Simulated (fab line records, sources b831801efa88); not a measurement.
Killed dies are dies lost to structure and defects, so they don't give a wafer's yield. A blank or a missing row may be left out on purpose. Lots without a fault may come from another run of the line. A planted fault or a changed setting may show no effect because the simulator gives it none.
fab line records | flow sky130
record lots=6 wafers=18 last_day=52
route steps=708 shown METAL2@504 VIA2@507 PAD_OPEN@708
lots that met no fault: from a run of the same line without faults
start_h: hours from the record's first day to the start of the lot's first wafer shown | wait_h: hours since the lot's step before | " the same as in the row above | L1.1+2: a row that stands for several wafers | - no value, or no start given | * or withheld: withheld | < > ~ a bound
route shown NAME@n: a module of which the file shows steps, and the number in the route of the first | usual: mean/standard deviation of fault-free wafers | same: alike in all rows | chamber/n: place in a boat | sites: the reading at each site | _std_site: their standard deviation | _edge_site: outer sites' mean less inner sites' | radius_mm: how far each site lies from the wafer's centre | mask NAME#n: copy n | behind: the tool/chamber that last shaped the wafer | hold: why the lot was held/for how many hours/how that ended | device: the transistor (n, p or np) that didn't switch | end of line: the same wafers' tests at the end of the route | a step without rows: its recipe alone | killed: dies lost to structure and defects at the first sort, not the wafer's yield | map: a wafer's dies, x killed, . not, _ none there
set.NAME: the setting as run; set.NAME@STEP: as run at that earlier step | model.NAME: the simulator's own value behind a step, which no gauge read
lots at some steps of the route; a table a step, a row a wafer
services: from which hour (start_h, from the record's first day; less than 0 if before it) a tool's chamber was out of use, for how many hours, and why
## steps
# step SKY_METAL2_STRIP_21
# recipe chemistry=post_etch_residue_remover time_s=1200 temp_c=72.5
# step SKY_METAL2_CLEAN_22
# recipe chemistry=IPA time_s=180 temp_c=25
# step SKY_METAL2_CLEAN_23
# recipe chemistry=O3/DIW dry=n2_spin
# step SKY_VIA2_HDPCVD_00
# recipe material=SiO2 target_thk_nm=1180 sigma_open_frac=0.3 time_s=196.7 temp_c=400 sih4_flow_sccm=60 pressure_mtorr=6
# step SKY_VIA2_THK_MEAS_01
# recipe reads=SiO2_of_VIA2_HDPCVD_00
# usual VIA2_HDPCVD_THK=1172/13
# columns lot.wafer tool chamber start_h wait_h VIA2_HDPCVD_THK[nm]
L716.3 film_metro-02 - 884.72 0.1 1181
L716.5 " - " " 1173
L716.6 " - " " 1177
L718.2 film_metro-04 - 885.24 0.1 1162
L718.3 " - " " 1183
L718.6 " - " " 1154
L725.1 film_metro-01 - 1024.22 0.1 1163
L725.2 " - " " 1159
L725.6 " - " " 1169
L727.1 film_metro-04 - 1028.81 0.1 1155
L727.5 " - " " 1160
L727.6 " - " " 1151
L730.2 film_metro-01 - 1029.17 0.1 1179
L730.4 " - " " 1173
L730.6 " - " " 1186
L731.1 film_metro-02 - 1032.02 0.1 1198
L731.2 " - " " 1171
L731.3 " - " " 1174
# step SKY_VIA2_CMP_02
# recipe material=SiO2 down_force_psi=4 platen_rpm=60 pad_velocity_m_s=0.94248
# usual motor_current_A=12.5/1 platen_rpm=60.00/0.037 slurry_filter_dp_kPa=13.49/0.14
# columns lot.wafer tool chamber start_h wait_h motor_current_A platen_rpm slurry_filter_dp_kPa
L716.3 cmp-01 2 884.91 0.2 13.9 59.98 13.64
L716.5 " 3 " " 12.6 59.96 13.52
L716.6 " 0 " " 13.0 59.98 13.50
L718.2 cmp-01 2 885.34 0.1 14.1 60.03 13.23
L718.3 " 3 " " 11.7 59.96 13.35
L718.6 " 1 " " 11.9 59.95 13.33
L725.1 cmp-01 0 1024.38 0.1 13.4 59.97 13.28
L725.2 " 1 " " 10.8 59.99 13.65
L725.6 " 2 " " 13.9 60.04 13.44
L727.1 cmp-01 3 1028.97 0.1 12.2 60.00 13.51
L727.6 " 1 " " 11.3 59.98 13.55
L727.5 " 2 " " 13.8 59.99 13.40
L730.2 cmp-02 2 1029.22 0.0 13.3 60.00 13.65
L730.4 " 3 " " 11.9 59.91 13.26
L730.6 " 2 " " 13.7 59.95 13.71
L731.3 cmp-01 1 1032.08 0.0 10.8 60.01 13.49
L731.2 " 3 " " 12.7 59.96 13.36
L731.1 " 0 " " 13.2 60.00 13.57
# step SKY_VIA2_BOW_MEAS_03
# recipe mode=bow
# usual VIA2_BOW=86/7.6
# columns lot.wafer tool chamber start_h wait_h VIA2_BOW[um]
L716.3 film_metro-02 - 885.10 0.1 82
L716.5 " - " " 86
L716.6 " - " " 75
L718.2 film_metro-02 - 885.61 0.2 79
L718.3 " - " " 88
L718.6 " - " " 82
L725.1 film_metro-02 - 1024.58 0.1 85
L725.2 " - " " 91
L725.6 " - " " 82
L727.1 film_metro-02 - 1029.21 0.2 89
L727.5 " - " " 83
L727.6 " - " " 80
L730.2 film_metro-02 - 1029.54 0.3 96
L730.4 " - " " 90
L730.6 " - " " 86
L731.1 film_metro-02 - 1032.38 0.1 70
L731.2 " - " " 77
L731.3 " - " " 85
# step SKY_VIA2_DEHYDRATE_04
# recipe temp_c=200 time_s=60
# step SKY_VIA2_HMDS_05
# recipe prime_time_s=60 prime_temp_c=120
# step SKY_VIA2_COAT_06
# recipe resist=BARC temp_c=withheld time_s=withheld spin_rpm=3000 resist_thk_nm=60
# step SKY_VIA2_COAT_07
# recipe resist=KrF-thick spin_rpm=3000 resist_thk_nm=450
# step SKY_VIA2_SOFTBAKE_08
# recipe temp_c=100 time_s=90 resist=KrF-thick
# step SKY_VIA2_EXPOSE_09
# recipe mask_id=VIM2 na=0.8 source_shape=annular sigma_inner=0.55 sigma_outer=0.85 target_cd_nm=200 dose_mj=38
# columns lot.wafer tool chamber start_h wait_h mask
L716.3+5+6 krf_scanner-02 0 898.26 - VIM2#0
L718.2+3+6 krf_scanner-01 0 898.91 - VIM2#0
L725.1+2+6 krf_scanner-01 0 1036.42 - VIM2#0
L727.1+5+6 krf_scanner-01 0 1041.45 - VIM2#0
L730.2+4+6 krf_scanner-02 0 1041.94 - VIM2#0
L731.1+2+3 krf_scanner-02 0 1044.32 - VIM2#0
# step SKY_VIA2_PEB_10
# recipe peb_temp_c=withheld peb_time_s=withheld resist=KrF-thick
# step SKY_VIA2_DEVELOP_11
# recipe develop_time_s=60 resist=KrF-thick dev_temp_c=21
# step SKY_VIA2_CD_MEAS_12
# recipe target_cd_nm=200
# usual cd_nm=200.2/1.3
# columns lot.wafer tool chamber start_h wait_h hold cd_nm
L716.3 cd_sem-01 - 910.99 - - 201.4
L716.5 " - " " - 200.8
L716.6 " - " " - 201.3
L718.2 cd_sem-02 - 911.89 - - 201.7
L718.3 " - " " - 199.1
L718.6 " - " " - 200.6
L725.1 cd_sem-01 - 1048.60 - await_dispo/0.2h/release 165.9
L725.2 " - " " await_dispo/0.2h/release 201.8
L725.6 " - " " await_dispo/0.2h/release 166.0
L725.1 cd_sem-01 - 1048.88 0.3 - 166.0
L725.2 " - " " - 201.7
L725.6 " - " " - 165.7
L727.1 cd_sem-02 - 1053.22 - await_dispo/0.2h/release 165.1
L727.5 " - " " await_dispo/0.2h/release 198.9
L727.6 " - " " await_dispo/0.2h/release 166.8
L727.1 cd_sem-02 - 1053.51 0.3 - 164.8
L727.5 " - " " - 199.2
L727.6 " - " " - 166.6
L730.2 cd_sem-01 - 1053.92 - - 198.1
L730.4 " - " " - 199.3
L730.6 " - " " - 198.1
L731.1 cd_sem-01 - 1055.72 - - 200.9
L731.2 " - " " - 200.1
L731.3 " - " " - 202.1
# step SKY_VIA2_OVL_MEAS_13
# usual VIA2_OVL=-3/4.7
# columns lot.wafer tool chamber start_h wait_h hold VIA2_OVL[nm]
L716.3 overlay-01 - 911.08 0.1 - -6
L716.5 " - " " - -9
L716.6 " - " " - -2
L718.2 overlay-01 - 912.00 0.1 - -8
L718.3 " - " " - -9
L718.6 " - " " - -10
L730.2 overlay-02 - 1054.02 0.1 - -3
L730.4 " - " " - -7
L730.6 " - " " - -1
L727.1 overlay-01 - 1055.75 2.2 await_dispo/2.1h/release -1
L727.5 " - " " await_dispo/2.1h/release -4
L727.6 " - " " await_dispo/2.1h/release -2
L731.1 overlay-02 - 1055.84 0.1 - 0
L731.2 " - " " - 6
L731.3 " - " " - 2
L725.1 overlay-01 - 1057.57 8.7 await_dispo/8.6h/release -5
L725.2 " - " " await_dispo/8.6h/release 8
L725.6 " - " " await_dispo/8.6h/release -3
# step SKY_VIA2_ETCH_14
# recipe chemistry=N2/H2 target=BARC ion_energy_ev=200 source_w=500 bias_w=100 pressure_mtorr=30 n2_flow_sccm=100 h2_flow_sccm=200 stop_on=SiO2 time_s=45.9 target_depth_a=600
# usual drypump_motor_current_A=5.4/0.49 oes_product_au=0.855/0.0048 throttle_valve_pct=13.224/0.0094
# columns lot.wafer tool chamber start_h wait_h drypump_motor_current_A oes_product_au rf_hours_counter_h throttle_valve_pct model.VIA2.cd_nm
L716.3 rie_diel-02 0 911.10 0.0 5.1 0.862 16 13.223 202.7
L716.5 " 2 " " 4.8 0.859 - 13.238 201.1
L716.6 " 1 " " 5.3 0.858 - 13.227 201.8
L718.2 rie_diel-03 0 912.03 0.0 5.4 0.862 2 13.219 202.5
L718.3 " 2 " " 4.9 0.849 11 13.225 200.3
L718.6 " 3 " " 6.3 0.856 - 13.213 200.3
L730.2 rie_diel-03 1 1054.05 0.0 6.4 0.852 19 13.224 196.6
L730.4 " 0 " " 5.4 0.862 6 13.227 199.5
L730.6 " 0 " " 5.3 0.857 - 13.226 198.4
L727.1 rie_diel-02 1 1055.79 0.0 5.3 0.850 20 13.230 165.7
L727.5 " 0 " " 5.1 0.848 - 13.230 200.2
L727.6 " 3 " " 5.3 0.845 - 13.238 165.7
L731.1 rie_diel-01 3 1055.88 0.0 5.0 0.850 15 13.243 199
L731.2 " 0 " " 5.2 0.854 20 13.213 200.3
L731.3 " 2 " " 5.5 0.848 24 13.238 199.9
L725.1 rie_diel-01 0 1057.61 0.0 5.2 0.858 19 13.231 165.7
L725.2 " 3 " " 5.0 0.850 14 13.213 201.2
L725.6 " 3 " " 5.0 0.849 - 13.232 164.6
# step SKY_VIA2_ETCH_15
# recipe target=SiO2 chemistry=C4F8/O2/Ar target_depth_nm=546 stop_on=TiN mask_material=KrF-thick source_w=1500 bias_w=1200 pressure_mtorr=40 c4f8_flow_sccm=withheld O2_flow_sccm=6 Ar_flow_sccm=300 time_s=84
# usual oes_product_au=0.940/0.0052
# columns lot.wafer tool chamber start_h wait_h oes_product_au rf_hours_counter_h model.VIA2.cd_nm
L716.3 rie_diel-02 0 911.14 0.0 0.938 16 203.4
L716.5 " 2 " " 0.944 - 207.2
L716.6 " 1 " " 0.937 - 201.8
L718.2 rie_diel-03 0 912.07 0.0 0.943 2 204.2
L718.3 " 2 " " 0.941 11 203
L718.6 " 3 " " 0.939 - 198.5
L730.2 rie_diel-03 1 1054.09 0.0 0.943 19 197.1
L730.4 " 0 " " 0.940 6 203.8
L730.6 " 0 " " 0.939 - 204.1
L727.1 rie_diel-02 1 1055.83 0.0 0.936 20 166.9
L727.5 " 0 " " 0.947 - 205.6
L727.6 " 3 " " 0.943 - 168.6
L731.1 rie_diel-01 3 1055.92 0.0 0.940 15 198.6
L731.2 " 0 " " 0.941 20 207
L731.3 " 2 " " 0.938 24 196.1
L725.1 rie_diel-01 0 1057.65 0.0 0.944 19 170.1
L725.2 " 3 " " 0.932 14 201.3
L725.6 " 3 " " 0.938 - 166.1
# step SKY_VIA2_STRIP_16
# recipe chemistry=O2/N2 power_w=1400 pressure_mtorr=1500 platen_temp_c=withheld o2_flow_sccm=3000 n2_flow_sccm=300 overash_fraction=0.5
# usual drypump_motor_current_A=5.82/0.073 oes_product_au=0.399/0.0047 strip_time_to_endpoint_s=4.06/0.034
# columns lot.wafer tool chamber start_h wait_h drypump_motor_current_A oes_product_au rf_hours_counter_h strip_time_to_endpoint_s
L716.3 plasma_asher-02 0 911.24 0.1 5.79 0.407 - 4.02
L716.5 " 1 " " 5.75 0.400 - 4.10
L716.6 " 0 " " 5.82 0.403 - 4.08
L718.2 plasma_asher-01 1 912.13 0.0 5.76 0.401 49 4.09
L718.3 " 0 " " 5.93 0.405 - 4.13
L718.6 " 1 " " 5.79 0.410 - 4.10
L730.2 plasma_asher-04 0 1054.16 0.0 5.81 0.404 95 4.08
L730.4 " 1 " " 5.76 0.410 - 4.08
L730.6 " 0 " " 5.80 0.397 - 4.09
L727.1 plasma_asher-01 1 1055.89 0.0 5.77 0.399 62 4.07
L727.5 " 1 " " 5.77 0.398 - 4.04
L727.6 " 0 " " 5.93 0.395 - 4.04
L731.1 plasma_asher-04 1 1055.98 0.0 5.80 0.401 96 4.07
L731.2 " 0 " " 5.79 0.400 96 4.06
L731.3 " 1 " " 5.76 0.396 - 4.04
L725.1 plasma_asher-01 1 1057.71 0.0 5.75 0.404 62 4.00
L725.2 " 0 " " 5.91 0.395 62 4.02
L725.6 " 1 " " 5.74 0.402 - 4.04
# step SKY_PAD_OPEN_PROBE_99
# usual defect_limited_yield=82.5/1.8 killed_at_M0_to_M3=45/6.3 killed_at_M4_up=2.8/1.6 killed_at_contacts=24/5.1 killed_at_front_end=14/4.4 killed_at_other=0.4/0.73 killed_dies=86/9 killed_on_rim=17/3.8 killed_open=47/7.8 killed_short=39/6.6 sort_bin_3_pad_short=0.8/0.42 sort_bin_5_function=10.3/1.4 sort_bin_6_memory=6.3/1.2 sort_n_pass=406/9 sort_yield_pct=82.5/1.8
# same gross_dies=492 killed_at_back_side=0 sort_bin_4_leakage[%]=0 sort_bin_8_speed[%]=0
# columns lot.wafer tool chamber start_h wait_h hold defect_limited_yield[%] killed_at_M0_to_M3 killed_at_M4_up killed_at_contacts killed_at_front_end killed_at_other killed_dies killed_on_rim killed_open killed_short sort_bin_3_pad_short[%] sort_bin_5_function[%] sort_bin_6_memory[%] sort_n_pass sort_yield_pct[%]
L716.3 prober-01 - 1136.70 0.2 - 84.1 40 3 21 13 1 78 18 43 35 0.8 8.9 6.1 414 84.1
L716.5 prober-01 - 1136.80 0.2 - 83.5 49 4 21 6 1 81 19 38 43 0.4 12.4 3.7 411 83.5
L716.6 prober-01 - 1136.85 0.2 - 82.5 49 3 21 12 1 86 14 47 39 0.8 10.4 6.3 406 82.5
L718.2 prober-02 - 1139.65 0.1 - 83.7 41 2 22 15 0 80 14 41 39 0.8 8.7 6.7 412 83.7
L718.3 prober-02 - 1139.70 0.2 - 81.3 42 5 28 17 0 92 21 43 49 1.4 10.6 6.7 400 81.3
L718.6 prober-02 - 1139.85 0.2 - 82.7 41 3 24 17 0 85 18 47 37 0.6 10.2 6.5 407 82.7
L725.1 prober-02 - 1235.83 0.1 await_dispo/5.9h/release 67.1 123 4 28 7 0 162 60 45 37 0.8 27.8 4.3 330 67.1
L725.2 prober-02 - 1235.88 0.1 await_dispo/5.9h/release 83.9 49 2 20 8 0 79 18 47 32 0.8 11.2 4.1 413 83.9
L725.6 prober-02 - 1236.08 0.2 await_dispo/5.9h/release 49.4 213 5 25 6 0 249 80 45 37 0.8 42.9 6.9 243 49.4
L727.1 prober-02 - 1239.39 0.1 await_dispo/9.2h/release 50.6 208 2 15 17 1 243 80 31 36 1.2 42.9 5.3 249 50.6
L727.5 prober-02 - 1239.59 0.2 await_dispo/9.2h/release 85.0 43 1 22 8 0 74 13 45 27 0.4 7.9 6.7 418 85.0
L727.6 prober-02 - 1239.64 0.2 await_dispo/9.2h/release 56.7 172 3 22 15 1 213 70 48 47 1.4 35.8 6.1 279 56.7
L730.2 prober-01 - 1239.98 0.1 - 80.7 49 3 32 11 0 95 20 46 49 1.2 10.8 7.3 397 80.7
L730.4 prober-01 - 1240.08 0.2 - 81.9 46 1 28 14 0 89 17 48 40 0.8 11.0 6.3 403 81.9
L730.6 prober-01 - 1240.18 0.2 - 82.7 40 3 20 21 1 85 15 52 32 0.6 10.6 6.1 407 82.7
L731.1 prober-01 - 1241.43 0.1 - 82.1 47 2 25 13 1 88 18 47 40 0.6 12.8 4.5 404 82.1
L731.2 prober-01 - 1241.48 0.1 - 82.3 41 2 31 13 0 87 22 53 34 0 11.0 6.7 405 82.3
L731.3 prober-01 - 1241.53 0.2 - 83.9 38 8 18 15 0 79 15 40 39 0 9.3 6.7 413 83.9
# killed by level:class
L716.3 CONTACT:geometric_particle:open=7 METAL1:geometric_particle:short=6 VIA3:geometric_particle:open=6 LI_CONTACT:geometric_particle:open=5 VIA1:geometric_particle:short=5 VIA1:geometric_particle:open=5 CONTACT:geometric_particle:short=4 METAL3:geometric_particle:short=4
L716.5 VIA1:geometric_particle:short=8 METAL1:geometric_particle:short=7 VIA1:geometric_particle:open=6 LOCAL_INTERCONNECT:geometric_particle:short=6 VIA3:geometric_particle:open=6 LI_CONTACT:geometric_particle:open=5 METAL2:geometric_particle:short=5 VIA2:geometric_particle:open=5
L716.6 VIA1:geometric_particle:open=13 VIA3:geometric_particle:open=12 CONTACT:geometric_particle:open=10 METAL1:geometric_particle:short=7 VIA1:geometric_particle:short=5 LI_CONTACT:geometric_particle:open=4 LOCAL_INTERCONNECT:geometric_particle:short=4 METAL2:geometric_particle:short=4
L718.2 FIELD_ISO:geometric_particle:short=7 CONTACT:geometric_particle:open=7 VIA2:geometric_particle:open=7 VIA3:geometric_particle:open=7 LI_CONTACT:geometric_particle:open=6 METAL3:geometric_particle:short=6 VIA1:geometric_particle:open=5 POLY_GATE:geometric_particle:short=4
L718.3 LI_CONTACT:geometric_particle:open=9 VIA1:geometric_particle:open=9 VIA2:geometric_particle:open=8 CONTACT:geometric_particle:short=7 LOCAL_INTERCONNECT:geometric_particle:short=7 VIA3:geometric_particle:open=7 POLY_GATE:geometric_particle:short=5 METAL1:geometric_particle:short=5
L718.6 VIA1:geometric_particle:open=10 LI_CONTACT:geometric_particle:open=8 FIELD_ISO:geometric_particle:short=7 VIA2:geometric_particle:open=7 METAL1:geometric_particle:short=6 CONTACT:geometric_particle:open=6 VIA3:geometric_particle:open=5 VIA1:geometric_particle:short=4
L725.1 VIA2:area_expose=80 VIA1:geometric_particle:open=10 LI_CONTACT:geometric_particle:open=9 VIA2:geometric_particle:open=8 LOCAL_INTERCONNECT:geometric_particle:short=6 CONTACT:geometric_particle:open=5 VIA1:geometric_particle:short=5 METAL3:geometric_particle:short=4
L725.2 VIA1:geometric_particle:open=16 VIA1:geometric_particle:short=9 LI_CONTACT:geometric_particle:open=7 VIA3:geometric_particle:open=5 CONTACT:geometric_particle:open=4 VIA2:geometric_particle:open=4 CONTACT:geometric_particle:short=3 METAL1:geometric_particle:short=3
L725.6 VIA2:area_expose=167 METAL2:geometric_particle:short=11 CONTACT:geometric_particle:open=10 VIA1:geometric_particle:open=10 LI_CONTACT:geometric_particle:open=9 VIA2:geometric_particle:open=7 METAL1:geometric_particle:short=6 LOCAL_INTERCONNECT:geometric_particle:short=3
L727.1 VIA2:area_expose=175 VIA2:geometric_particle:open=7 FIELD_ISO:geometric_particle:short=6 CONTACT:geometric_particle:open=6 METAL3:geometric_particle:short=6 METAL2:geometric_particle:short=5 LI_CONTACT:geometric_particle:open=4 VIA3:geometric_particle:open=4
L727.5 VIA3:geometric_particle:open=13 LI_CONTACT:geometric_particle:open=8 VIA2:geometric_particle:open=8 CONTACT:geometric_particle:open=6 VIA1:geometric_particle:open=6 VIA1:geometric_particle:short=5 METAL2:geometric_particle:short=4 LI_CONTACT:geometric_particle:short=3
L727.6 VIA2:area_expose=117 VIA3:geometric_particle:open=10 METAL2:geometric_particle:short=8 VIA2:geometric_particle:open=8 FIELD_ISO:geometric_particle:open=6 LI_CONTACT:geometric_particle:open=6 CONTACT:geometric_particle:open=6 VIA1:geometric_particle:short=6
L730.2 CONTACT:geometric_particle:open=10 VIA2:geometric_particle:open=9 VIA1:geometric_particle:open=9 LI_CONTACT:geometric_particle:short=8 LOCAL_INTERCONNECT:geometric_particle:short=6 METAL2:geometric_particle:short=5 VIA3:geometric_particle:short=5 VIA3:geometric_particle:open=5
L730.4 VIA1:geometric_particle:open=10 CONTACT:geometric_particle:open=9 VIA3:geometric_particle:open=9 VIA1:geometric_particle:short=7 LI_CONTACT:geometric_particle:open=7 CONTACT:geometric_particle:short=4 LOCAL_INTERCONNECT:geometric_particle:short=4 METAL1:geometric_particle:short=4
L730.6 VIA1:geometric_particle:open=13 CONTACT:geometric_particle:open=11 METAL2:geometric_particle:short=9 FIELD_ISO:geometric_particle:open=5 LI_CONTACT:geometric_particle:open=5 VIA2:geometric_particle:open=5 POLY_GATE:geometric_particle:open=4 VIA1:geometric_particle:short=4
L731.1 VIA2:geometric_particle:open=11 CONTACT:geometric_particle:open=10 CONTACT:geometric_particle:short=8 FIELD_ISO:geometric_particle:open=6 METAL2:geometric_particle:short=6 VIA1:geometric_particle:short=5 VIA3:geometric_particle:open=5 POLY_GATE:geometric_particle:short=4
L731.2 CONTACT:geometric_particle:open=13 VIA2:geometric_particle:open=9 LI_CONTACT:geometric_particle:open=7 VIA3:geometric_particle:open=7 CONTACT:geometric_particle:short=6 VIA1:geometric_particle:open=6 FIELD_ISO:geometric_particle:short=4 LI_CONTACT:geometric_particle:short=4
L731.3 VIA1:geometric_particle:open=9 VIA2:geometric_particle:open=7 CONTACT:geometric_particle:open=7 METAL2:geometric_particle:short=7 METAL4:geometric_particle:short=7 FIELD_ISO:geometric_particle:open=6 METAL1:geometric_particle:short=5 LOCAL_INTERCONNECT:geometric_particle:short=4
# map L725.6 (x killed, . not)
__________xxxxx.xxxx_________
________x..xxxxxxxxxxx_______
______x..x.x.x.xx.x.xxxx_____
_____xx...x..x..xx.xxxxxx____
____.x.....x......xx.x.xxx___
___xx.xx.....x......xx.x.xx__
__x.x....xx......xx..x.x.xx._
_.....x.x....x..x...x.xx.xxxx
_x.xxxx.x..x......x.x...xx.xx
_....xxx...x....x..xxx..xxx.x
_xx..x.x......x....x..xxx.xxx
_.xxxxx....x......xx....x.xxx
_xxx.xx.x...............x.xxx
_x..xxx..........xx......xxxx
_xxx.x...............x...x.xx
__xxxx....xxx.x.xx..xxx..xxx_
___xxx.xx......x..x.x.xxx.x__
____xxxx......x..xxx.x.xxx___
_____xxx.x....x..xxxxxxxx____
______xxxxxxxxxxxxxxx.xx_____
________xxxxxxx...xx.._______
__________xxxxxxxxxx_________
# map L727.1 (x killed, . not)
__________.xx.xxxxxx_________
________..xx....xxxxx._______
______xxxxxx..x.xxx.xxxx_____
_____.x.xxx...x.xxx..xxxx____
____.x..xx..x...xxx.xx.xxx___
___xxxxx....x.......x.xxxx.__
__xxx.....x......x..xxx...xx_
_.x...........x...x.....xx.xx
_xx.xx.......x.x....x..xxxxxx
_xxx..x.x.x....x.......xxxxxx
_x.x.........x.xx.....x..x.xx
_x.......x.........x...xxx.x.
_xx..x....x....x.....x.x.xxxx
_x.x......x.........x..xxxxxx
_xx...xx.x..x....x.xxxxxxxxxx
__xx..x.xx..x....x..xxxxxxxx_
___xxx..xx..x...x...xx.xxxx__
____x..x..x.x.x....x.x.xxx___
_____.xxx.x...xx..xx..xxx____
______...xxxx..xxxx.xxxx_____
________xxxxx..xxxxxxx_______
__________xxxx.xxxxx_________
## services
# columns tool chamber start_h hours kind
cmp-01 - 862.59 4.8 pm
rie_diel-01 - 865.96 28.1 pm
krf_scanner-02 - 867.07 1.0 pm
krf_scanner-01 - 881.08 1.0 repair
rie_diel-02 3 901.48 1.9 repair
krf_scanner-01 - 903.39 1.3 pm
rie_diel-02 3 906.77 8.7 repair
cmp-01 - 912.03 4.0 pm
rie_diel-01 3 913.95 52.3 repair
rie_diel-02 - 915.31 0.6 repair
krf_scanner-02 - 916.88 0.8 pm
rie_diel-01 2 918.30 4.0 repair
krf_scanner-01 - 951.48 11.6 pm
rie_diel-03 1 957.67 6.3 repair
krf_scanner-02 - 963.03 1.3 pm
krf_scanner-01 - 964.44 1.0 pm
krf_scanner-01 - 965.44 0.8 pm
krf_scanner-01 - 966.19 3.6 pm
krf_scanner-02 - 974.22 6.2 repair
rie_diel-03 2 1002.02 9.2 repair
rie_diel-01 1 1004.00 16.7 repair
cmp-01 - 1005.91 0.6 repair
cmp-01 - 1006.19 1.1 repair
cmp-01 - 1025.01 0.5 repair
## key
first_sign step=SKY_VIA2_CD_MEAS_12 reading=visit direction=added
effect step=SKY_VIA2_CD_MEAS_12 reading=cd_nm direction=down sigmas=27 usual=200.2 struck=165.9
effect step=SKY_PAD_OPEN_PROBE_99 reading=killed_at_M0_to_M3 direction=up sigmas=21 usual=45 struck=179
model_effect step=SKY_VIA2_ETCH_14 value=VIA2.cd_nm without=200.2 struck=165.4
model_effect step=SKY_VIA2_ETCH_15 value=VIA2.cd_nm without=202.8 struck=167.9
more_kills_born_at SKY_VIA2_EXPOSE_09@krf_scanner-01=539
met_at SKY_VIA2_EXPOSE_09
struck_wafers L725.1,L725.6,L727.1,L727.6
onset_between 898.91 1036.42
fault kind=process_parameter_drift tool=krf_scanner-01 chamber=- onset_h=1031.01 steps=SKY_VIA2_EXPOSE_09 channel=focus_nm offset=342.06 shape=step end_h=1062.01 scope=struck_wafers_only
